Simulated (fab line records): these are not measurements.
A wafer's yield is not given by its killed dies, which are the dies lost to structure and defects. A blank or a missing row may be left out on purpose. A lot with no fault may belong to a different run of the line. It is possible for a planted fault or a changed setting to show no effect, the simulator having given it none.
fab line records ; flow gf180mcu
[record] lots = 5; wafers = 14; last_day = 34
route steps=602 shown HV_LDD@197 NSD@235 PASSIVATION@602
lots with no fault: from the same line, run without faults
start_h: start of the lot's first displayed wafer, in hours after the record's first day ; wait_h: hours elapsed since this lot's preceding step ; " as in the row above ; L1.1+2: one row covering several wafers at once ; - no value present, or no start provided ; * or withheld: withheld ; < > ~ a bound
route shown NAME@n: names a module that has steps shown in the file, with the first one's number in the route ; usual: average and standard deviation across the fault-free wafers ; same: alike in all rows ; chamber/n: place in a boat ; sites: per-site readings ; _std_site: the standard deviation of these ; _edge_site: inner sites' mean taken away from outer sites' mean ; radius_mm: how far each site lies from the wafer's centre ; mask NAME#n: copy n ; behind: tool/chamber where the wafer was last shaped ; hold: what put the lot on hold/how long, in hours/how the hold closed ; device: names the non-switching transistor (n, p or np) ; end of line: at the end of the route, the tests of the same wafers ; a step with no rows: only its recipe ; killed: at the first sort, the dies lost to defects and structure; wafer yield is something else ; map: dies across one wafer; x = killed, . = not, _ = none there
set.NAME: setting as actually run; set.NAME@STEP: the setting as run at that earlier step ; model.NAME: the simulator's own value behind a step, which no gauge read
a table for each step, a row for each wafer; lots at some steps of the route
services: when a tool's chamber went out of use (start_h, in hours from the record's first day, below 0 if earlier), for how many hours, and the reason
[[steps]]
[step GF_HV_LDD_IMPLANT_21]
[recipe] species = BF2; energy_kev = 25; dose_cm2 = 5e+13; tilt_deg = 7
[step GF_HV_LDD_STRIP_22]
[recipe] chemistry = O2/N2; power_w = 1400; pressure_mtorr = 1500; platen_temp_c = 250; o2_flow_sccm = 3000; n2_flow_sccm = 300; overash_fraction = 0.5
[usual] drypump_motor_current_A = 5.75/0.18; heater_power_w = 344/17; n2_flow_sccm = 300.1/0.91; oes_product_au = 0.716/0.0046; strip_time_to_endpoint_s = 12.64/0.038
lot.wafer;tool;chamber;start_h;wait_h;drypump_motor_current_A;heater_power_w;n2_flow_sccm;oes_product_au;rf_hours_counter_h;strip_time_to_endpoint_s
L317.2;plasma_asher-04;1;235.95;0.1;5.47;360;301.8;0.714;45;12.69
L317.3;plasma_asher-04;0;235.95;0.1;5.96;361;298.2;0.714;-;12.69
L317.4;plasma_asher-04;1;235.95;0.1;5.48;355;301.1;0.719;-;12.67
L318.3;plasma_asher-04;1;245.98;0.1;5.46;361;301.0;0.722;-;12.72
L318.4;plasma_asher-04;0;245.98;0.1;5.96;354;299.6;0.719;-;12.68
L318.6;plasma_asher-04;0;245.98;0.1;5.94;358;300.1;0.717;-;12.68
L326.1;plasma_asher-04;0;308.17;0.1;5.95;352;299.5;0.718;54;12.64
L326.5;plasma_asher-04;1;308.17;0.1;5.49;363;301.3;0.713;-;12.65
L336.1;plasma_asher-03;1;383.53;0.1;5.60;316;300.3;0.717;76;12.58
L336.3;plasma_asher-03;1;383.53;0.1;5.60;318;301.6;0.723;-;12.63
L336.4;plasma_asher-03;0;383.53;0.1;5.82;346;301.9;0.713;-;12.59
L338.1;plasma_asher-03;1;407.59;0.1;5.64;332;298.6;0.717;79;12.63
L338.4;plasma_asher-03;1;407.59;0.1;5.57;320;299.2;0.718;-;12.62
L338.5;plasma_asher-03;1;407.59;0.1;5.64;324;299.3;0.716;-;12.60
[step GF_HV_LDD_TW_MEAS_23]
[usual] HV_LDD_2_TW = 1059/12
lot.wafer;tool;chamber;start_h;wait_h;HV_LDD_2_TW
L317.2;film_metro-03;-;236.06;0.1;1048
L317.3;film_metro-03;-;236.06;0.1;1048
L317.4;film_metro-03;-;236.06;0.1;1044
L318.3;film_metro-01;-;246.07;0.1;1086
L318.4;film_metro-01;-;246.07;0.1;1086
L318.6;film_metro-01;-;246.07;0.1;1084
L326.1;film_metro-04;-;308.27;0.1;1052
L326.5;film_metro-04;-;308.27;0.1;1054
L336.1;film_metro-03;-;383.63;0.1;1058
L336.3;film_metro-03;-;383.63;0.1;1062
L336.4;film_metro-03;-;383.63;0.1;1054
L338.1;film_metro-03;-;407.69;0.1;1053
L338.4;film_metro-03;-;407.69;0.1;1049
L338.5;film_metro-03;-;407.69;0.1;1062
[step GF_HV_LDD_DEHYDRATE_24]
[recipe] temp_c = 200; time_s = 60
[step GF_HV_LDD_HMDS_25]
[recipe] prime_time_s = 60; prime_temp_c = 120
[step GF_HV_LDD_COAT_26]
[recipe] resist = NOVOLAK; spin_rpm = 3000; resist_thk_nm = 1000
[step GF_HV_LDD_SOFTBAKE_27]
[recipe] temp_c = 90; time_s = 60; resist = NOVOLAK
[step GF_HV_LDD_EXPOSE_28]
[recipe] mask_id = Nplus_HV_AREA; target_cd_nm = 400; na = 0.6; source_shape = conventional; sigma_outer = 0.6; dose_mj = 140
[step GF_HV_LDD_PEB_29]
[recipe] temp_c = withheld; time_s = *; resist = NOVOLAK
[step GF_HV_LDD_DEVELOP_30]
[recipe] develop_time_s = 60; dev_temp_c = 23
[step GF_HV_LDD_CD_MEAS_31]
[recipe] target_cd_nm = 400
[usual] cd_nm = 400.0/2.7
lot.wafer;tool;chamber;start_h;wait_h;cd_nm
L317.2;cd_sem-01;-;254.53;0.1;402.2
L317.3;cd_sem-01;-;254.53;0.1;404.0
L317.4;cd_sem-01;-;254.53;0.1;404.3
L318.3;cd_sem-02;-;264.80;0.1;397.6
L318.4;cd_sem-02;-;264.80;0.1;399.0
L318.6;cd_sem-02;-;264.80;0.1;399.0
L326.1;cd_sem-01;-;328.81;0.1;395.2
L326.5;cd_sem-01;-;328.81;0.1;398.9
L336.1;cd_sem-02;-;406.99;0.1;401.9
L336.3;cd_sem-02;-;406.99;0.1;402.9
L336.4;cd_sem-02;-;406.99;0.1;405.1
L338.1;cd_sem-02;-;431.23;0.1;396.4
L338.4;cd_sem-02;-;431.23;0.1;398.1
L338.5;cd_sem-02;-;431.23;0.1;397.2
[step GF_HV_LDD_OVL_MEAS_32]
[usual] HV_LDD_02_OVL = -0.9/1.4
lot.wafer;tool;chamber;start_h;wait_h;HV_LDD_02_OVL[nm]
L317.2;overlay-02;-;254.64;0.1;0.0
L317.3;overlay-02;-;254.64;0.1;-0.9
L317.4;overlay-02;-;254.64;0.1;-0.9
L318.3;overlay-02;-;264.90;0.1;-3.0
L318.4;overlay-02;-;264.90;0.1;-1.8
L318.6;overlay-02;-;264.90;0.1;-1.6
L326.1;overlay-02;-;328.93;0.1;0.3
L326.5;overlay-02;-;328.93;0.1;-1.6
L336.1;overlay-01;-;407.11;0.1;-0.8
L336.3;overlay-01;-;407.11;0.1;-1.1
L336.4;overlay-01;-;407.11;0.1;-0.9
L338.1;overlay-01;-;431.35;0.1;0.4
L338.4;overlay-01;-;431.35;0.1;-0.7
L338.5;overlay-01;-;431.35;0.1;0.3
[step GF_HV_LDD_IMPLANT_33]
[recipe] species = P; energy_kev = 60; dose_cm2 = 7.5e+12; tilt_deg = 30; rotation_deg = 0
lot.wafer;tool;chamber;start_h;wait_h
L317.2+3+4;implanter-01;0;254.69;0.0
L318.3+4+6;implanter-03;0;264.97;0.1
L326.1+5;implanter-01;0;328.97;0.0
L336.1+3+4;implanter-03;0;407.14;0.0
L338.1+4+5;implanter-02;0;431.39;0.0
[step GF_HV_LDD_IMPLANT_34]
[recipe] species = P; energy_kev = 60; dose_cm2 = 7.5e+12; tilt_deg = 30; rotation_deg = 90
[step GF_HV_LDD_IMPLANT_35]
[recipe] species = P; energy_kev = 60; dose_cm2 = 7.5e+12; tilt_deg = 30; rotation_deg = 180
[step GF_HV_LDD_IMPLANT_36]
[recipe] species = P; energy_kev = 60; dose_cm2 = 7.5e+12; tilt_deg = 30; rotation_deg = 270
[step GF_HV_LDD_STRIP_37]
[recipe] chemistry = O2/N2; power_w = 1400; pressure_mtorr = 1500; platen_temp_c = 250; o2_flow_sccm = 3000; n2_flow_sccm = 300; overash_fraction = 0.5
[usual] drypump_motor_current_A = 5.79/0.2; heater_power_w = 344/17; n2_flow_sccm = 300.0/0.84; oes_product_au = 0.716/0.0044; strip_time_to_endpoint_s = 12.64/0.038
lot.wafer;tool;chamber;start_h;wait_h;drypump_motor_current_A;heater_power_w;n2_flow_sccm;oes_product_au;rf_hours_counter_h;strip_time_to_endpoint_s
L317.2;plasma_asher-03;0;255.27;0.1;5.84;342;300.3;0.713;62;12.66
L317.3;plasma_asher-03;1;255.27;0.1;5.58;322;299.8;0.720;-;12.67
L317.4;plasma_asher-03;0;255.27;0.1;5.85;341;300.2;0.718;-;12.67
L318.3;plasma_asher-04;0;265.55;0.1;5.94;361;299.2;0.722;-;12.67
L318.4;plasma_asher-04;1;265.55;0.1;5.49;368;300.3;0.713;-;12.68
L318.6;plasma_asher-04;0;265.55;0.1;5.95;359;299.8;0.723;-;12.70
L326.1;plasma_asher-03;1;329.57;0.1;5.58;318;300.5;0.719;71;12.73
L326.5;plasma_asher-03;0;329.57;0.1;5.84;354;300.2;0.711;-;12.73
L336.1;plasma_asher-04;0;407.74;0.1;5.97;359;299.7;0.714;66;12.59
L336.3;plasma_asher-04;1;407.74;0.1;5.48;361;300.1;0.725;-;12.57
L336.4;plasma_asher-04;0;407.74;0.1;5.98;366;298.1;0.717;-;12.61
L338.1;plasma_asher-03;0;431.99;0.1;5.79;349;301.1;0.718;0;12.65
L338.4;plasma_asher-03;0;431.99;0.1;5.80;345;299.5;0.714;-;12.60
L338.5;plasma_asher-03;0;431.99;0.1;5.79;350;300.0;0.721;-;12.59
[step GF_HV_LDD_TW_MEAS_38]
[usual] HV_LDD_3_TW = 1446/18
lot.wafer;tool;chamber;start_h;wait_h;HV_LDD_3_TW
L317.2;film_metro-01;-;255.38;0.1;1476
L317.3;film_metro-01;-;255.38;0.1;1474
L317.4;film_metro-01;-;255.38;0.1;1472
L318.3;film_metro-01;-;265.64;0.1;1484
L318.4;film_metro-01;-;265.64;0.1;1473
L318.6;film_metro-01;-;265.64;0.1;1467
L326.1;film_metro-04;-;329.67;0.1;1439
L326.5;film_metro-04;-;329.67;0.1;1425
L336.1;film_metro-01;-;407.84;0.1;1469
L336.3;film_metro-01;-;407.84;0.1;1468
L336.4;film_metro-01;-;407.84;0.1;1470
L338.1;film_metro-04;-;432.09;0.1;1437
L338.4;film_metro-04;-;432.09;0.1;1445
L338.5;film_metro-04;-;432.09;0.1;1441
[step GF_HV_LDD_DEHYDRATE_39]
[recipe] temp_c = 200; time_s = 60
[step GF_HV_LDD_HMDS_40]
[recipe] prime_time_s = 60; prime_temp_c = 120
[step GF_HV_LDD_COAT_41]
[recipe] resist = NOVOLAK; spin_rpm = 3000; resist_thk_nm = 1000
[step GF_HV_LDD_SOFTBAKE_42]
[recipe] temp_c = 90; time_s = 60; resist = NOVOLAK
[step GF_HV_LDD_EXPOSE_43]
[recipe] mask_id = Pplus_HV_AREA; target_cd_nm = 400; na = 0.6; source_shape = conventional; sigma_outer = 0.6; dose_mj = 140
[step GF_HV_LDD_PEB_44]
[recipe] temp_c = withheld; time_s = *; resist = NOVOLAK
[step GF_HV_LDD_DEVELOP_45]
[recipe] develop_time_s = 60; dev_temp_c = 23
[step GF_HV_LDD_CD_MEAS_46]
[recipe] target_cd_nm = 400
[usual] cd_nm = 399.3/1.8
lot.wafer;tool;chamber;start_h;wait_h;cd_nm
L317.2;cd_sem-02;-;274.13;0.1;397.5
L317.3;cd_sem-02;-;274.13;0.1;396.9
L317.4;cd_sem-02;-;274.13;0.1;397.4
L318.3;cd_sem-02;-;285.23;0.1;398.2
L318.4;cd_sem-02;-;285.23;0.1;399.9
L318.6;cd_sem-02;-;285.23;0.1;400.5
L326.1;cd_sem-01;-;351.43;0.1;399.0
L326.5;cd_sem-01;-;351.43;0.1;401.9
L336.1;cd_sem-01;-;431.49;0.1;398.3
L336.3;cd_sem-01;-;431.49;0.1;398.4
L336.4;cd_sem-01;-;431.49;0.1;398.0
L338.1;cd_sem-01;-;456.26;0.1;400.7
L338.4;cd_sem-01;-;456.26;0.1;402.2
L338.5;cd_sem-01;-;456.26;0.1;400.6
[step GF_HV_LDD_OVL_MEAS_47]
[usual] HV_LDD_03_OVL = 0.3/1.5
lot.wafer;tool;chamber;start_h;wait_h;HV_LDD_03_OVL[nm]
L317.2;overlay-02;-;274.24;0.1;-0.1
L317.3;overlay-02;-;274.24;0.1;0.0
L317.4;overlay-02;-;274.24;0.1;0.6
L318.3;overlay-02;-;285.32;0.1;0.2
L318.4;overlay-02;-;285.32;0.1;1.9
L318.6;overlay-02;-;285.32;0.1;1.7
L326.1;overlay-01;-;351.55;0.1;-0.6
L326.5;overlay-01;-;351.55;0.1;-0.3
L336.1;overlay-02;-;431.61;0.1;3.0
L336.3;overlay-02;-;431.61;0.1;0.0
L336.4;overlay-02;-;431.61;0.1;-0.6
L338.1;overlay-01;-;456.38;0.1;-2.2
L338.4;overlay-01;-;456.38;0.1;-2.1
L338.5;overlay-01;-;456.38;0.1;-2.2
[step GF_HV_LDD_IMPLANT_48]
[recipe] species = B; energy_kev = 25; dose_cm2 = 3e+13; tilt_deg = 7
[step GF_HV_LDD_STRIP_49]
[recipe] chemistry = O2/N2; power_w = 1400; pressure_mtorr = 1500; platen_temp_c = 250; o2_flow_sccm = 3000; n2_flow_sccm = 300; overash_fraction = 0.5
[usual] drypump_motor_current_A = 5.82/0.22; heater_power_w = 348/17; n2_flow_sccm = 300.1/0.9; oes_product_au = 0.716/0.0045; strip_time_to_endpoint_s = 12.63/0.036
lot.wafer;tool;chamber;start_h;wait_h;drypump_motor_current_A;heater_power_w;n2_flow_sccm;oes_product_au;rf_hours_counter_h;strip_time_to_endpoint_s
L317.2;plasma_asher-03;1;274.42;0.1;5.61;318;300.1;0.714;65;12.65
L317.3;plasma_asher-03;1;274.42;0.1;5.65;323;301.1;0.715;-;12.64
L317.4;plasma_asher-03;0;274.42;0.1;5.84;338;300.1;0.710;-;12.64
L318.3;plasma_asher-04;1;285.53;0.1;5.49;370;301.1;0.719;-;12.68
L318.4;plasma_asher-04;0;285.53;0.1;5.96;365;301.1;0.713;-;12.72
L318.6;plasma_asher-04;0;285.53;0.1;5.96;358;299.3;0.712;-;12.68
L326.1;plasma_asher-02;0;351.74;0.1;5.80;325;301.5;0.726;20;12.64
L326.5;plasma_asher-02;0;351.74;0.1;5.80;338;299.6;0.724;-;12.61
L336.1;plasma_asher-02;1;431.79;0.1;6.14;361;298.8;0.720;28;12.64
L336.3;plasma_asher-02;1;431.79;0.1;6.15;373;299.2;0.715;-;12.62
L336.4;plasma_asher-02;0;431.79;0.1;5.79;335;299.9;0.719;-;12.65
L338.1;plasma_asher-03;0;456.57;0.1;5.85;346;300.5;0.707;3;12.63
L338.4;plasma_asher-03;0;456.57;0.1;5.83;350;299.5;0.715;-;12.63
L338.5;plasma_asher-03;1;456.57;0.1;5.62;326;300.7;0.712;-;12.61
[step GF_HV_LDD_TW_MEAS_50]
[usual] HV_LDD_4_TW = 570/4.9
lot.wafer;tool;chamber;start_h;wait_h;HV_LDD_4_TW
L317.2;film_metro-04;-;274.53;0.1;567
L317.3;film_metro-04;-;274.53;0.1;565
L317.4;film_metro-04;-;274.53;0.1;567
L318.3;film_metro-04;-;285.61;0.1;565
L318.4;film_metro-04;-;285.61;0.1;565
L318.6;film_metro-04;-;285.61;0.1;564
L326.1;film_metro-04;-;351.84;0.1;569
L326.5;film_metro-04;-;351.84;0.1;567
L336.1;film_metro-03;-;431.89;0.1;571
L336.3;film_metro-03;-;431.89;0.1;570
L336.4;film_metro-03;-;431.89;0.1;571
L338.1;film_metro-03;-;456.67;0.1;569
L338.4;film_metro-03;-;456.67;0.1;569
L338.5;film_metro-03;-;456.67;0.1;566
[step GF_HV_LDD_CLEAN_51]
[recipe] chemistry = SC1/SC2; mix = 1:4:20; temp_c = 70; time_s = 150; dry = n2_spin
[step GF_HV_LDD_RTA_52]
[recipe] temp_c = 1000; time_s = 10; ambient = N2
[usual] lamp_power_pct = 37.7/0.91; wafer_temp_C_max = 1004.9/0.94
lot.wafer;tool;chamber;start_h;wait_h;lamp_power_pct;wafer_temp_C_max
L317.2;rtp_anneal-01;0;274.64;0.0;38.6;1004.6
L317.3;rtp_anneal-01;0;274.64;0.0;38.6;1004.9
L317.4;rtp_anneal-01;0;274.64;0.0;38.6;1004.7
L318.3;rtp_anneal-01;0;285.73;0.0;38.5;1005.4
L318.4;rtp_anneal-01;0;285.73;0.0;38.5;1006.7
L318.6;rtp_anneal-01;0;285.73;0.0;38.6;1004.6
L326.1;rtp_anneal-01;0;351.95;0.0;38.5;1005.6
L326.5;rtp_anneal-01;0;351.95;0.0;38.5;1005.6
L336.1;rtp_anneal-01;0;432.00;0.0;38.5;1004.3
L336.3;rtp_anneal-01;0;432.00;0.0;38.6;1003.6
L336.4;rtp_anneal-01;0;432.00;0.0;38.7;1006.4
L338.1;rtp_anneal-02;0;456.78;0.0;36.7;1004.6
L338.4;rtp_anneal-02;0;456.78;0.0;36.7;1004.4
L338.5;rtp_anneal-02;0;456.78;0.0;36.7;1004.6
[step GF_HV_LDD_RS_MEAS_53]
[recipe] thk_meas_gauge = four-point-probe
[usual] HV_LDD_RS = 418.2/0.94
lot.wafer;tool;chamber;start_h;wait_h;HV_LDD_RS[ohm/sq]
L317.2;film_metro-01;-;274.72;0.1;418.6
L317.3;film_metro-01;-;274.72;0.1;418.5
L317.4;film_metro-01;-;274.72;0.1;418.6
L318.3;film_metro-03;-;285.81;0.1;418.7
L318.4;film_metro-03;-;285.81;0.1;417.3
L318.6;film_metro-03;-;285.81;0.1;418.3
L326.1;film_metro-01;-;352.01;0.1;419.0
L326.5;film_metro-01;-;352.01;0.1;420.5
L336.1;film_metro-03;-;432.14;0.1;418.9
L336.3;film_metro-03;-;432.14;0.1;419.1
L336.4;film_metro-03;-;432.14;0.1;418.0
L338.1;film_metro-04;-;456.84;0.1;417.7
L338.4;film_metro-04;-;456.84;0.1;419.5
L338.5;film_metro-04;-;456.84;0.1;417.9
[step GF_HV_LDD_CVD_54]
[recipe] material = SiO2; target_thk_nm = 10; precursor = TEOS; temp_c = 680; time_s = 75; pressure_mtorr = 400
[step GF_HV_LDD_THK_MEAS_55]
[recipe] reads = SiO2_of_HV_LDD_CVD_54
[usual] HV_LDD_CVD_54_THK = 9.98/0.11
lot.wafer;tool;chamber;start_h;wait_h;HV_LDD_CVD_54_THK[nm]
L317.2;film_metro-04;-;275.85;0.0;9.87
L317.3;film_metro-04;-;275.85;0.0;9.75
L317.4;film_metro-04;-;275.85;0.0;9.78
L318.3;film_metro-01;-;286.93;0.0;10.09
L318.4;film_metro-01;-;286.93;0.0;10.11
L318.6;film_metro-01;-;286.93;0.0;10.12
L326.1;film_metro-03;-;353.16;0.0;9.98
L326.5;film_metro-03;-;353.16;0.0;9.95
L336.1;film_metro-01;-;434.42;0.0;10.09
L336.3;film_metro-01;-;434.42;0.0;9.96
L336.4;film_metro-01;-;434.42;0.0;10.04
L338.1;film_metro-03;-;457.98;0.0;10.10
L338.4;film_metro-03;-;457.98;0.0;10.01
L338.5;film_metro-03;-;457.98;0.0;10.18
[step GF_HV_LDD_CVD_56]
[recipe] material = Si3N4; precursor = DCS/NH3; target_thk_nm = 90; temp_c = 770; time_s = 1543; pressure_mtorr = 250
[step GF_HV_LDD_THK_MEAS_57]
[recipe] reads = Si3N4_of_HV_LDD_CVD_56
[usual] HV_LDD_CVD_56_THK = 90.2/0.72
lot.wafer;tool;chamber;start_h;wait_h;HV_LDD_CVD_56_THK[nm]
L317.2;film_metro-01;-;277.34;0.0;90.0
L317.3;film_metro-01;-;277.34;0.0;90.4
L317.4;film_metro-01;-;277.34;0.0;90.3
L318.3;film_metro-04;-;288.42;0.0;90.5
L318.4;film_metro-04;-;288.42;0.0;89.7
L318.6;film_metro-04;-;288.42;0.0;90.2
L326.1;film_metro-03;-;355.36;0.0;89.6
L326.5;film_metro-03;-;355.36;0.0;89.3
L336.1;film_metro-04;-;435.91;0.0;90.1
L336.3;film_metro-04;-;435.91;0.0;90.5
L336.4;film_metro-04;-;435.91;0.0;90.3
L338.1;film_metro-03;-;459.47;0.0;90.3
L338.4;film_metro-03;-;459.47;0.0;90.8
L338.5;film_metro-03;-;459.47;0.0;91.3
[step GF_HV_LDD_ETCHBACK_58]
[recipe] chemistry = CH3F/O2; target = Si3N4; stop_on = SiO2; source_w = 400; bias_w = 80; pressure_mtorr = 25; ch3f_flow_sccm = 40; O2_flow_sccm = 30; time_s = 100; target_depth_a = 900
[usual] drypump_motor_current_A = 5.85/0.3; oes_product_au = 0.844/0.006; throttle_valve_pct = 10.561/0.0089
lot.wafer;tool;chamber;start_h;wait_h;drypump_motor_current_A;oes_product_au;rf_hours_counter_h;throttle_valve_pct
L317.2;rie_diel-04;3;277.39;0.0;6.18;0.841;101;10.575
L317.3;rie_diel-04;2;277.39;0.0;6.01;0.841;44;10.576
L317.4;rie_diel-04;0;277.39;0.0;5.96;0.843;74;10.561
L318.3;rie_diel-02;2;288.46;0.0;6.31;0.850;126;10.564
L318.4;rie_diel-02;2;288.46;0.0;6.28;0.840;-;10.553
L318.6;rie_diel-02;1;288.46;0.0;5.75;0.844;-;10.565
L326.1;rie_diel-03;0;355.42;0.1;5.55;0.845;112;10.560
L326.5;rie_diel-03;1;355.42;0.1;5.59;0.840;-;10.552
L336.1;rie_diel-04;2;435.97;0.1;6.00;0.840;48;10.558
L336.3;rie_diel-04;3;435.97;0.1;6.17;0.849;105;10.566
L336.4;rie_diel-04;1;435.97;0.1;6.25;0.848;9;10.558
L338.1;rie_diel-03;0;459.53;0.1;5.54;0.839;1;10.553
L338.4;rie_diel-03;2;459.53;0.1;5.62;0.840;19;10.549
L338.5;rie_diel-03;1;459.53;0.1;5.59;0.852;-;10.558
[step GF_NSD_DEHYDRATE_00]
[recipe] temp_c = 200; time_s = 60
[step GF_NSD_HMDS_01]
[recipe] prime_time_s = 60; prime_temp_c = 120
[step GF_NSD_COAT_02]
[recipe] resist = NOVOLAK; spin_rpm = 3000; resist_thk_nm = 1000
[step GF_NSD_SOFTBAKE_03]
[recipe] temp_c = 90; time_s = 60; resist = NOVOLAK
[step GF_PASSIVATION_PROBE_99]
lot.wafer;tool;chamber;start_h;wait_h;model.etest.nldd_6p0.line_ohm_um;model.etest.nldd_6p0.rs_ohm_sq;model.etest.nldd_6p0.rs_ohm_sq_range;model.etest.nldd_6p0.rs_ohm_sq_rim_less_centre
L317.2;prober-01;-;675.94;0.1;4634;1388;24.98;-2.924
L317.3;prober-01;-;675.99;0.2;4584;1402;28.92;-4.642
L317.4;prober-01;-;676.04;0.2;4692;1398;35.03;-2.699
L318.3;prober-02;-;685.37;0.2;4443;1365;27.81;22.3
L318.4;prober-02;-;685.42;0.2;4562;1381;21.87;12.8
L318.6;prober-02;-;685.52;0.2;4578;1382;32.64;10.01
L326.1;prober-02;-;743.77;0.1;4627;1409;27;10.22
L326.5;prober-02;-;743.97;0.2;5019;1472;125.8;-74.8
L336.1;prober-02;-;800.72;0.1;4615;1382;33.55;24.91
L336.3;prober-02;-;800.82;0.2;4677;1369;33.41;7.066
L336.4;prober-02;-;800.87;0.2;4627;1377;25.02;-4.587
L338.1;prober-01;-;814.77;0.1;4651;1385;40.04;-16.32
L338.4;prober-01;-;814.92;0.2;4602;1394;34.35;19.39
L338.5;prober-01;-;814.97;0.2;4656;1396;34.44;13.45
// killed by level:class
L317.2 V1:geometric_particle:open=5 V3:geometric_particle:open=4 M1:geometric_particle:short=3 M4:geometric_particle:short=3 V4:geometric_particle:short=3 V5:geometric_particle:open=3 SALICIDE:geometric_particle:open=2 V1:geometric_particle:short=2
L317.3 V1:geometric_particle:open=5 V3:geometric_particle:open=5 M1:geometric_particle:short=3 V2:geometric_particle:open=3 V2:geometric_particle:short=3 STI:geometric_particle:short=2 STI:geometric_particle:open=2 HV_LDD:geometric_particle:open=2
L317.4 CONTACT:geometric_particle:open=8 V2:geometric_particle:open=5 M1:geometric_particle:short=4 V4:geometric_particle:open=4 M2:geometric_particle:short=3 V4:geometric_particle:short=3 STI:geometric_particle:short=2 CONTACT:geometric_particle:short=2
L318.3 V1:geometric_particle:open=7 V4:geometric_particle:open=6 V2:geometric_particle:open=4 V2:geometric_particle:short=4 STI:geometric_particle:short=3 CONTACT:geometric_particle:open=3 M2:geometric_particle:short=3 V5:geometric_particle:open=3
L318.4 STI:geometric_particle:open=7 V4:geometric_particle:open=5 CONTACT:geometric_particle:open=4 STI:geometric_particle:short=3 M4:geometric_particle:short=3 V3:geometric_particle:open=3 V5:geometric_particle:open=3 CONTACT:geometric_particle:short=2
L318.6 V5:geometric_particle:open=7 CONTACT:geometric_particle:open=5 V4:geometric_particle:open=5 STI:geometric_particle:short=4 V1:geometric_particle:open=4 V2:geometric_particle:open=4 M2:geometric_particle:short=3 V5:geometric_particle:short=3
L336.1 V3:geometric_particle:open=7 M1:geometric_particle:short=5 CONTACT:geometric_particle:open=5 V3:geometric_particle:short=4 V5:geometric_particle:open=4 V2:geometric_particle:open=3 V4:geometric_particle:short=3 STI:geometric_particle:short=2
L336.3 CONTACT:geometric_particle:open=7 V2:geometric_particle:open=7 V4:geometric_particle:open=6 V1:geometric_particle:open=5 POLY_GATE:geometric_particle:open=3 V3:geometric_particle:open=2 M4:geometric_particle:short=2 M5:geometric_particle:short=2
L336.4 V1:geometric_particle:open=9 V5:geometric_particle:open=6 V2:geometric_particle:open=5 STI:geometric_particle:open=4 V5:geometric_particle:short=4 POLY_GATE:geometric_particle:short=3 CONTACT:geometric_particle:open=3 M3:geometric_particle:short=3
L338.1 CONTACT:geometric_particle:open=6 V1:geometric_particle:open=4 V2:geometric_particle:open=3 STI:geometric_particle:open=2 V2:geometric_particle:short=2 V4:geometric_particle:short=2 POLY_GATE:geometric_particle:short=1 POLY_GATE:geometric_particle:open=1
L338.4 CONTACT:geometric_particle:open=4 V3:geometric_particle:open=4 V5:geometric_particle:short=4 STI:geometric_particle:open=3 CONTACT:geometric_particle:short=3 V1:geometric_particle:open=3 V5:geometric_particle:open=3 STI:geometric_particle:short=2
L338.5 V3:geometric_particle:open=6 STI:geometric_particle:short=4 CONTACT:geometric_particle:open=4 V5:geometric_particle:open=4 V4:geometric_particle:open=3 CONTACT:geometric_particle:short=2 M2:geometric_particle:short=2 V2:geometric_particle:open=2
[[services]]
tool;chamber;start_h;hours;kind
rie_diel-03;0;214.81;6.1;repair
plasma_asher-02;-;229.98;28.1;pm
plasma_asher-03;-;234.39;14.6;pm
rtp_anneal-01;-;252.18;3.5;pm
implanter-02;-;273.05;2.9;repair
implanter-01;-;294.65;1.4;repair
implanter-03;-;306.77;3.1;repair
rie_diel-03;3;325.67;2.9;repair
rie_diel-04;-;331.31;0.1;repair
implanter-02;-;333.12;19.7;pm
rie_diel-03;3;357.81;9.8;repair
rie_diel-02;0;371.95;2.5;repair
plasma_asher-02;-;382.33;7.3;repair
rie_diel-02;-;387.00;0.5;repair
rie_diel-04;0;388.56;6.5;repair
rie_diel-03;2;403.76;4.2;repair
rie_diel-03;1;404.00;5.5;repair
plasma_asher-03;-;421.25;9.0;pm
plasma_asher-03;0;421.25;9.0;vent_cycle
rie_diel-04;2;423.29;4.6;repair
implanter-03;-;429.82;4.9;repair
implanter-03;-;430.38;5.1;repair
rtp_anneal-02;-;438.49;3.6;pm
rie_diel-04;3;458.60;3.6;repair
[[key]]
first_sign none at tools or gauges
[model_effect] step = GF_PASSIVATION_PROBE_99; value = etest.nldd_6p0.line_ohm_um; without = 4731; struck = 5019
met_at GF_HV_LDD_IMPLANT_33
struck_wafers L326.5
sort_left_out L326.5
tester_left_out L326
onset_between 254.69 328.97
[fault] kind = process_parameter_drift; tool = implanter-01; chamber = -; onset_h = 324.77; steps = GF_HV_LDD_IMPLANT_33; channel = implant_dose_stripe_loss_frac; offset = 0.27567; shape = step; end_h = 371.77; scope = struck_wafers_only
// tester_left_out: of these lots the tester's yield and bins aren't shown, on N5 and GAA mostly nor the transistor test; their killed dies are dies lost to structure and defects alone, not to doping, threshold or leakage, so they don't give the yield
// sort_left_out: the simulated sort isn't trusted on such a fault, so these wafers' sort isn't shown, and their yield isn't known
